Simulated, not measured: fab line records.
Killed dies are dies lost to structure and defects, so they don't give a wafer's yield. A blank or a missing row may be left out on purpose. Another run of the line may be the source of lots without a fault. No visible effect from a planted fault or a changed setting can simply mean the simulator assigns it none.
Matching of chambers | flow sky130 | SKY_VIA2_ETCH_14 on rie diel-02: 4 sister chambers
The step etches BARC in N2/H2, stops on SiO2, time 45.9 s, target depth 60 nm. 8 wafers are shown with their chamber, then 7 later ones without.

WAFERS, EACH WITH ITS CHAMBER
wafer  | chamber | drypump motor current A (A) | throttle valve pct (%)
L990.1 | 1       | 5.8                         | 13.239
L992.2 | 3       | 6.4                         | 13.225
L992.3 | 1       | 5.8                         | 13.232
L992.6 | 3       | 6.4                         | 13.209
L994.4 | 0       | 5.4                         | 13.241
L994.6 | 0       | 5.5                         | 13.230
L995.2 | 2       | 6.3                         | 13.228
L995.4 | 2       | 6.3                         | 13.227

WAFERS MISSING THEIR CHAMBER
wafer  | drypump motor current A (A) | throttle valve pct (%)
L995.5 | 5.4                         | 13.225
L110.1 | 5.9                         | 13.219
L110.2 | 5.4                         | 13.226
L110.6 | 6.4                         | 13.227
L111.3 | 5.5                         | 13.221
L111.5 | 5.5                         | 13.209
L111.6 | 5.8                         | 13.218

THE CHAMBER EACH PASSED THROUGH
wafer  | from the rows above     | in truth
L995.5 | 0                       | 0
L110.1 | 1                       | 1
L110.2 | 0                       | 0
L110.6 | can't be placed: 3 or 2 | 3
L111.3 | 0                       | 0
L111.5 | 0                       | 0
L111.6 | 1                       | 1
6 of 7 placed correctly. Not placeable from these rows: 1 (in 1, the candidates include the true chamber). Wrongly placed: 0.
How it was worked out, from the rows above alone: a wafer's distance from a chamber is the root of the sum, over the readings, of the square of ((its reading less the chamber's mean) divided by the reading's scatter). The wafer belongs to the nearest chamber; if the next one is less than 2 further off, it can't be placed. Each chamber's mean is taken over the wafers shown for it. How the scatter is found: for the shown wafers, subtract from each reading the mean of its chamber, square and add these, divide the total by (wafers less chambers), then take the root.
